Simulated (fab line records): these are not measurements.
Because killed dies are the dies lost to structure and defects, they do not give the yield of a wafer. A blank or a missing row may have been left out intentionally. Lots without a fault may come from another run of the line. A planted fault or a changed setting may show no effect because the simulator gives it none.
The tool behind it: which one? | flow gf180mcu | Sampling: 12 lots, 36 wafers, 5 of 602 route steps

## WHAT THE GAUGES SHOWED, per wafer
GF_V5_RS_MEAS_24: a four-point-probe measurement. Usual: V5_W_RS typically reads 0.328 ohm/sq, with standard deviation 0.005.
lot  | measured     | on            | V5_W_RS (ohm/sq)  | flag
L814 | day 28 00:20 | film metro-02 | 0.333 0.331 0.330 |
L816 | day 28 22:27 | film metro-03 | 0.320 0.323 0.321 |
L817 | day 29 13:31 | film metro-04 | 0.332 0.333 0.333 |
L818 | day 29 17:01 | film metro-02 | 0.331 0.329 0.332 |
L820 | day 30 05:40 | film metro-04 | 0.318 0.320 0.321 |
L822 | day 30 10:35 | film metro-04 | 0.333 0.328 0.327 |
L823 | day 31 09:10 | film metro-03 | 0.323 0.327 0.321 |
L825 | day 31 16:10 | film metro-04 | 0.322 0.319 0.319 |
L826 | day 31 16:37 | film metro-04 | 0.335 0.330 0.330 |
L828 | day 32 07:46 | film metro-02 | 0.335 0.333 0.331 |
L834 | day 33 19:34 | film metro-04 | 0.326 0.325 0.321 |
L835 | day 34 08:40 | film metro-03 | 0.330 0.321 0.321 |

GF_PASSIVATION_THK_MEAS_03. Usual: PASSIVATION_CVD_02_THK typically reads 704 nm, with standard deviation 9.9.
lot  | measured     | on            | PASSIVATION_CVD_02_THK (nm) | flag
L814 | day 28 22:04 | film metro-03 | 697 688 700                 |
L816 | day 29 19:48 | film metro-01 | 701 701 710                 |
L817 | day 30 09:48 | film metro-03 | 699 700 699                 |
L818 | day 30 13:36 | film metro-01 | 699 703 712                 |
L820 | day 31 02:17 | film metro-01 | 695 700 712                 |
L822 | day 31 06:20 | film metro-03 | 712 718 716                 |
L823 | day 32 04:46 | film metro-01 | 697 691 709                 |
L825 | day 32 11:39 | film metro-03 | 687 696 702                 |
L826 | day 32 11:44 | film metro-02 | 691 686 713                 |
L828 | day 33 02:28 | film metro-01 | 706 711 709                 |
L834 | day 34 13:44 | film metro-02 | 692 842 857                 | OFF
L835 | day 35 00:49 | film metro-01 | 705 848 705                 | OFF

## WHAT TOOL EACH LOT RAN ON (gives the tool, then ch and the chambers of the sampled wafers, and finally the start)
lot  | GF_V5_SPUTTER_21             | GF_TOP_METAL_SPUTTER_00      | GF_PASSIVATION_CVD_02
L814 | pvd sputter-01, day 28 00:06 | pvd sputter-04, day 28 00:47 | pecvd-01 ch 0,1,2, day 28 21:46
L816 | pvd sputter-03, day 28 22:14 | pvd sputter-02, day 28 23:07 | pecvd-04 ch 0,1, day 29 19:31
L817 | pvd sputter-01, day 29 13:19 | pvd sputter-02, day 29 14:00 | pecvd-03 ch 0,1,2, day 30 09:31
L818 | pvd sputter-01, day 29 16:48 | pvd sputter-04, day 29 17:29 | pecvd-04 ch 0,1, day 30 13:19
L820 | pvd sputter-03, day 30 05:26 | pvd sputter-02, day 30 06:08 | pecvd-04 ch 0,2, day 31 01:59
L822 | pvd sputter-01, day 30 10:19 | pvd sputter-03, day 30 11:05 | pecvd-04 ch 1,2, day 31 06:02
L823 | pvd sputter-01, day 31 08:56 | pvd sputter-02, day 31 09:38 | pecvd-03 ch 0,1,2, day 32 04:28
L825 | pvd sputter-01, day 31 15:58 | pvd sputter-04, day 31 16:48 | pecvd-03 ch 1,2, day 32 11:22
L826 | pvd sputter-01, day 31 16:23 | pvd sputter-04, day 31 17:13 | pecvd-01 ch 0,1,2, day 32 11:26
L828 | pvd sputter-03, day 32 07:34 | pvd sputter-04, day 32 08:15 | pecvd-03 ch 0,2, day 33 02:11
L834 | pvd sputter-04, day 33 19:20 | pvd sputter-04, day 33 20:01 | pecvd-01 ch 0,2, day 34 13:26
L835 | pvd sputter-03, day 34 08:27 | pvd sputter-02, day 34 09:08 | pecvd-01 ch 0,1,2, day 35 00:32
- GF_V5_SPUTTER_21: material Ti, target thk 15 nm, time 82.66 s.
- GF_TOP_METAL_SPUTTER_00: material Ti, target thk 37.5 nm, time 150 s.
- GF_PASSIVATION_CVD_02: deposits Si3N4, target thk 700 nm, time 486.18 s.

## AS READ BY THE TOOLS THEMSELVES (means over the sampled wafers that have a number; for cases with no such wafer, the mark the record gives instead)
GF_V5_SPUTTER_21. Usual: cathode dc power W 2500.0 W, standard deviation 0.41; throttle valve pct 29.8 %, standard deviation 1.5.
lot  | tool           | cathode dc power W (W) | throttle valve pct (%) | flag
L814 | pvd sputter-01 | 2499.9                 | 29.1                   |
L816 | pvd sputter-03 | 2499.8                 | 30.5                   |
L817 | pvd sputter-01 | 2499.9                 | 28.6                   |
L818 | pvd sputter-01 | 2499.8                 | 28.0                   |
L820 | pvd sputter-03 | 2499.9                 | 30.5                   |
L822 | pvd sputter-01 | 2500.0                 | 29.6                   |
L823 | pvd sputter-01 | 2500.4                 | 28.0                   |
L825 | pvd sputter-01 | 2500.2                 | 30.2                   |
L826 | pvd sputter-01 | 2499.6                 | 30.3                   |
L828 | pvd sputter-03 | 2500.0                 | 30.8                   |
L834 | pvd sputter-04 | 2499.9                 | 29.8                   |
L835 | pvd sputter-03 | 2499.7                 | 30.8                   |

GF_TOP_METAL_SPUTTER_00. Usual: cathode dc power W 4000.0 W, standard deviation 0.77; throttle valve pct 30.2 %, standard deviation 1.3.
lot  | tool           | cathode dc power W (W) | throttle valve pct (%) | flag
L814 | pvd sputter-04 | 4000.2                 | 31.6                   |
L816 | pvd sputter-02 | 3999.5                 | 29.8                   |
L817 | pvd sputter-02 | 4000.7                 | 30.4                   |
L818 | pvd sputter-04 | 4000.7                 | 32.0                   |
L820 | pvd sputter-02 | 3999.6                 | 29.3                   |
L822 | pvd sputter-03 | 4000.1                 | 30.7                   |
L823 | pvd sputter-02 | 4000.3                 | 29.3                   |
L825 | pvd sputter-04 | 4000.2                 | 31.5                   |
L826 | pvd sputter-04 | 3999.5                 | 31.5                   |
L828 | pvd sputter-04 | 3999.4                 | 30.1                   |
L834 | pvd sputter-04 | 3999.5                 | 29.2                   |
L835 | pvd sputter-02 | 3999.6                 | 29.9                   |

GF_PASSIVATION_CVD_02. Usual: heater power w reads 702 W (standard deviation 91).
lot  | tool     | heater power w (W) | flag
L814 | pecvd-01 | 765                |
L816 | pecvd-04 | 643                |
L817 | pecvd-03 | 697                |
L818 | pecvd-04 | 673                |
L820 | pecvd-04 | 773                |
L822 | pecvd-04 | 693                |
L823 | pecvd-03 | 640                |
L825 | pecvd-03 | 714                |
L826 | pecvd-01 | 697                |
L828 | pecvd-03 | 659                |
L834 | pecvd-01 | 687                |
L835 | pecvd-01 | 753                |

## THE ANSWER, worked out from the rows above alone
Rule: take the mean of a lot's wafers that have a number; if it is more than 3 standard deviations from the usual mean, the lot is off. Also off: a lot with no number at a reading for which 4 or more lots have one. The other lots that the step has rows for count as sound. First the gauges in route order, then the tools' own readings, where a lot's mean is used as printed above. The first step at which some lot is off is used, and at that step the reading that is off furthest; a lot without a number counts as furthest.
Off: L834, L835, seen at GF_PASSIVATION_THK_MEAS_03 (PASSIVATION_CVD_02_THK).
If a tool, at a process step before that reading, ran all the lots that are off and no sound lot after the first of them, it fits. Gauges at GF_PASSIVATION_THK_MEAS_03: tried the same way as those tools. One fits: GF_PASSIVATION_CVD_02 on pecvd-01. A fault onset in the window from L826 (day 32 11:26, its last sound lot) to L834 (day 34 13:26, its first lot off) fits.

## WHAT WAS PUT IN BY THE SIMULATOR
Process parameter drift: pecvd-01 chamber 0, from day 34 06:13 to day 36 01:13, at GF_PASSIVATION_CVD_02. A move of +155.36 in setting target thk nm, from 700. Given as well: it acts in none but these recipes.
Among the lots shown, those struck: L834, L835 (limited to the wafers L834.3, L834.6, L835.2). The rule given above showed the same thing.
